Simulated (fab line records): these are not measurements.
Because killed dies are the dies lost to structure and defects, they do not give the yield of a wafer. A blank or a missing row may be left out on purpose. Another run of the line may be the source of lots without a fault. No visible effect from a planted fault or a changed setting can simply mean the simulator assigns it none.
The tool behind it: which one? / flow gf180mcu / 14 lots with 42 wafers sampled at 6 steps, on a route of 602 steps

## WHAT THE GAUGES SHOWED, per wafer
GF_VT_IMPLANT_OVL_MEAS_18.
lot=L468; measured=day 6 04:38; on=overlay-01; VT_IMPLANT_01_OVL (nm)=0.1 1.7 0.7
lot=L469; measured=day 6 11:29; on=overlay-01; VT_IMPLANT_01_OVL (nm)=-0.9 -0.2 -0.2
lot=L472; measured=day 7 04:55; on=overlay-02; VT_IMPLANT_01_OVL (nm)=-0.2 1.2 0.5
lot=L476; measured=day 8 04:58; on=overlay-02; VT_IMPLANT_01_OVL (nm)=-2.0 -2.4 -1.2
lot=L477; measured=day 8 15:49; on=overlay-01; VT_IMPLANT_01_OVL (nm)=0.7 -0.7 -0.4
lot=L480; measured=day 9 14:28; on=overlay-02; VT_IMPLANT_01_OVL (nm)=1.2 1.7 2.5
lot=L483; measured=day 10 12:17; on=overlay-01; VT_IMPLANT_01_OVL (nm)=0.7 -1.5 1.1
lot=L485; measured=day 10 18:56; on=overlay-01; VT_IMPLANT_01_OVL (nm)=1.1 2.4 0.7
lot=L486; measured=day 10 22:28; on=overlay-01; VT_IMPLANT_01_OVL (nm)=-0.2 -1.5 -2.3
lot=L487; measured=day 11 05:42; on=overlay-01; VT_IMPLANT_01_OVL (nm)=2.4 0.4 1.7
lot=L488; measured=day 11 11:31; on=overlay-01; VT_IMPLANT_01_OVL (nm)=1.6 1.5 1.9
lot=L490; measured=day 12 02:53; on=overlay-02; VT_IMPLANT_01_OVL (nm)=0.6 -0.9 -0.5
lot=L489; measured=day 12 03:32; on=overlay-02; VT_IMPLANT_01_OVL (nm)=0.4 2.1 0.4
lot=L491; measured=day 12 15:25; on=overlay-01; VT_IMPLANT_01_OVL (nm)=-0.8 -1.3 -1.5

GF_HV_LDD_TW_MEAS_38.
lot=L468; measured=day 11 13:38; on=film metro-03; HV_LDD_3_TW=1449 1446 1448
lot=L469; measured=day 11 18:40; on=film metro-04; HV_LDD_3_TW=1457 1459 1456
lot=L472; measured=day 12 17:40; on=film metro-04; HV_LDD_3_TW=1450 1443 1452
lot=L476; measured=day 13 21:32; on=film metro-01; HV_LDD_3_TW=1471 1473 1474
lot=L477; measured=day 14 11:12; on=film metro-03; HV_LDD_3_TW=1468 1467 1470
lot=L480; measured=day 15 17:30; on=film metro-03; HV_LDD_3_TW=1467 1452 1453
lot=L483; measured=day 17 00:49; on=film metro-04; HV_LDD_3_TW=1454 1455 1445
lot=L485; measured=day 17 05:13; on=film metro-03; HV_LDD_3_TW=1452 1447 1443
lot=L486; measured=day 17 08:04; on=film metro-01; HV_LDD_3_TW=1443 1442 1449
lot=L487; measured=day 17 17:50; on=film metro-01; HV_LDD_3_TW=1440 1444 1447
lot=L488; measured=day 18 00:18; on=film metro-01; HV_LDD_3_TW=1462 1466 1460
lot=L490; measured=day 18 19:07; on=film metro-01; HV_LDD_3_TW=1444 1450 1451
lot=L489; measured=day 18 20:06; on=film metro-04; HV_LDD_3_TW=1447 1458 1464
lot=L491; measured=day 19 08:02; on=film metro-03; HV_LDD_3_TW=1446 1447 1449

GF_HV_LDD_CD_MEAS_46 targets a cd of 400 nm.
lot=L468; measured=day 12 08:52; on=cd sem-02; cd nm (nm)=401.2 402.4 402.9
lot=L469; measured=day 12 13:11; on=cd sem-02; cd nm (nm)=396.8 400.2 398.2
lot=L472; measured=day 13 13:21; on=cd sem-01; cd nm (nm)=399.0 399.6 399.9
lot=L476; measured=day 14 18:36; on=cd sem-02; cd nm (nm)=403.0 403.6 404.5
lot=L477; measured=day 15 07:17; on=cd sem-01; cd nm (nm)=403.7 402.1 400.8
lot=L480; measured=day 16 15:40; on=cd sem-02; cd nm (nm)=392.5 395.7 394.1
lot=L483; measured=day 17 23:08; on=cd sem-02; cd nm (nm)=399.2 400.2 398.6
lot=L485; measured=day 18 03:35; on=cd sem-02; cd nm (nm)=397.7 399.3 398.6
lot=L486; measured=day 18 06:41; on=cd sem-01; cd nm (nm)=402.2 404.0 405.2
lot=L487; measured=day 18 18:04; on=cd sem-02; cd nm (nm)=401.0 400.1 403.2
lot=L488; measured=day 18 23:19; on=cd sem-01; cd nm (nm)=399.4 401.8 399.6
lot=L490; measured=day 19 19:02; on=cd sem-02; cd nm (nm)=399.7 398.0 398.2
lot=L489; measured=day 19 20:03; on=cd sem-02; cd nm (nm)=403.2 403.2 402.0
lot=L491; measured=day 20 07:52; on=cd sem-01; cd nm (nm)=400.5 401.8 399.4

GF_HV_LDD_RS_MEAS_53: measurement is done with a four-point probe.
lot=L468; measured=day 12 09:26; on=film metro-01; HV_LDD_RS (ohm/sq)=418.7 419.1 418.2
lot=L469; measured=day 12 13:46; on=film metro-03; HV_LDD_RS (ohm/sq)=419.6 418.6 417.7
lot=L472; measured=day 13 13:56; on=film metro-04; HV_LDD_RS (ohm/sq)=416.8 417.2 417.1
lot=L476; measured=day 14 19:11; on=film metro-04; HV_LDD_RS (ohm/sq)=406.0 405.7 404.7
lot=L477; measured=day 15 07:52; on=film metro-01; HV_LDD_RS (ohm/sq)=404.8 404.0 405.5
lot=L480; measured=day 16 16:16; on=film metro-04; HV_LDD_RS (ohm/sq)=418.1 418.2 419.3
lot=L483; measured=day 17 23:43; on=film metro-04; HV_LDD_RS (ohm/sq)=417.6 418.3 419.1
lot=L485; measured=day 18 04:10; on=film metro-03; HV_LDD_RS (ohm/sq)=417.9 418.5 418.0
lot=L486; measured=day 18 07:16; on=film metro-01; HV_LDD_RS (ohm/sq)=419.0 420.0 419.2
lot=L487; measured=day 18 18:39; on=film metro-03; HV_LDD_RS (ohm/sq)=417.6 417.9 418.3
lot=L488; measured=day 18 23:54; on=film metro-03; HV_LDD_RS (ohm/sq)=418.5 418.0 418.7
lot=L490; measured=day 19 19:37; on=film metro-03; HV_LDD_RS (ohm/sq)=416.5 417.6 415.9
lot=L489; measured=day 19 20:38; on=film metro-04; HV_LDD_RS (ohm/sq)=418.1 418.4 418.8
lot=L491; measured=day 20 08:27; on=film metro-04; HV_LDD_RS (ohm/sq)=418.7 419.2 417.4

GF_SAB_CD_MEAS_09 targets a cd of 420 nm.
lot=L468; measured=day 15 02:19; on=cd sem-02; cd nm (nm)=412.6 415.4 415.1
lot=L469; measured=day 15 06:12; on=cd sem-02; cd nm (nm)=419.9 421.3 423.6
lot=L472; measured=day 16 09:17; on=cd sem-01; cd nm (nm)=418.3 416.4 414.6
lot=L476; measured=day 17 17:11; on=cd sem-01; cd nm (nm)=419.0 418.9 419.9
lot=L477; measured=day 18 07:01; on=cd sem-01; cd nm (nm)=423.0 421.9 421.8
lot=L480; measured=day 19 18:01; on=cd sem-02; cd nm (nm)=418.1 419.4 419.7
lot=L483; measured=day 21 03:27; on=cd sem-01; cd nm (nm)=420.0 418.1 419.4
lot=L485; measured=day 21 08:29; on=cd sem-02; cd nm (nm)=418.7 414.7 418.6
lot=L486; measured=day 21 11:56; on=cd sem-02; cd nm (nm)=417.2 415.4 418.0
lot=L487; measured=day 21 22:28; on=cd sem-02; cd nm (nm)=417.2 418.5 417.8
lot=L488; measured=day 22 03:33; on=cd sem-02; cd nm (nm)=417.5 417.1 419.0
lot=L490; measured=day 22 23:35; on=cd sem-02; cd nm (nm)=420.7 418.8 419.6
lot=L489; measured=day 22 23:40; on=cd sem-01; cd nm (nm)=422.5 422.1 423.9
lot=L491; measured=day 23 09:32; on=cd sem-02; cd nm (nm)=421.9 421.1 418.7

## WHICH TOOL RAN EACH LOT (tool, then ch and the chambers of the sampled wafers, then the start)
lot=L468; GF_HV_LDD_IMPLANT_33=implanter-03 ch 0, day 11 12:56
lot=L469; GF_HV_LDD_IMPLANT_33=implanter-04 ch 0, day 11 17:58
lot=L472; GF_HV_LDD_IMPLANT_33=implanter-04 ch 0, day 12 16:59
lot=L476; GF_HV_LDD_IMPLANT_33=implanter-04 ch 0, day 13 20:52
lot=L477; GF_HV_LDD_IMPLANT_33=implanter-04 ch 0, day 14 10:31
lot=L480; GF_HV_LDD_IMPLANT_33=implanter-02 ch 0, day 15 16:49
lot=L483; GF_HV_LDD_IMPLANT_33=implanter-04 ch 0, day 17 00:07
lot=L485; GF_HV_LDD_IMPLANT_33=implanter-03 ch 0, day 17 04:31
lot=L486; GF_HV_LDD_IMPLANT_33=implanter-04 ch 0, day 17 07:23
lot=L487; GF_HV_LDD_IMPLANT_33=implanter-04 ch 0, day 17 17:10
lot=L488; GF_HV_LDD_IMPLANT_33=implanter-03 ch 0, day 17 23:37
lot=L490; GF_HV_LDD_IMPLANT_33=implanter-04 ch 0, day 18 18:25
lot=L489; GF_HV_LDD_IMPLANT_33=implanter-04 ch 0, day 18 19:25
lot=L491; GF_HV_LDD_IMPLANT_33=implanter-03 ch 0, day 19 07:22
- GF_HV_LDD_IMPLANT_33

## WHAT THE TOOLS THEMSELVES READ (means of the sampled wafers that have a number; where no wafer has one, the mark that the record gives instead)
GF_HV_LDD_IMPLANT_33.
lot=L468; tool=implanter-03; beam energy keV=59.986
lot=L469; tool=implanter-04; beam energy keV=59.990
lot=L472; tool=implanter-04; beam energy keV=59.982
lot=L476; tool=implanter-04; beam energy keV=73.343
lot=L477; tool=implanter-04; beam energy keV=73.317
lot=L480; tool=implanter-02; beam energy keV=59.972
lot=L483; tool=implanter-04; beam energy keV=59.997
lot=L485; tool=implanter-03; beam energy keV=60.003
lot=L486; tool=implanter-04; beam energy keV=60.013
lot=L487; tool=implanter-04; beam energy keV=59.996
lot=L488; tool=implanter-03; beam energy keV=59.982
lot=L490; tool=implanter-04; beam energy keV=60.000
lot=L489; tool=implanter-04; beam energy keV=59.985
lot=L491; tool=implanter-03; beam energy keV=60.002

## THE ANSWER, worked out from the rows above alone
Rule: what is usual is taken from the lots themselves. Put in order of their means at a reading, lots are off if they are a third of the lots or fewer, leave a main group of 4 or more, and stand apart from it by a gap of 3 or more times the standard deviation of the main group's means; of several such gaps the widest counts. Not used: any main group whose means are identical at the precision the tables above print for the reading. Also off: a lot with no number at a reading for which 4 or more lots have one. Any other lot the step has rows for is counted as sound. First the gauges in route order, then the tools' own readings, where a lot's mean is used as printed above. At the first step where some lot is off, the reading lying furthest off is the one used; lots without a number count as furthest.
Off: at GF_HV_LDD_RS_MEAS_53 (HV_LDD_RS), L476, L477. Mean 418.2 ohm/sq and standard deviation 0.7 in the main group.
If a tool, at a process step before that reading, ran all the lots that are off and no sound lot after the first of them, it fits. Not tried: the gauges at GF_HV_LDD_RS_MEAS_53; whatever is off there is also off at GF_HV_LDD_IMPLANT_33, on other tools, and gauge error can't account for it. Not one of the candidates tried fits.

## WHAT WAS PUT IN BY THE SIMULATOR
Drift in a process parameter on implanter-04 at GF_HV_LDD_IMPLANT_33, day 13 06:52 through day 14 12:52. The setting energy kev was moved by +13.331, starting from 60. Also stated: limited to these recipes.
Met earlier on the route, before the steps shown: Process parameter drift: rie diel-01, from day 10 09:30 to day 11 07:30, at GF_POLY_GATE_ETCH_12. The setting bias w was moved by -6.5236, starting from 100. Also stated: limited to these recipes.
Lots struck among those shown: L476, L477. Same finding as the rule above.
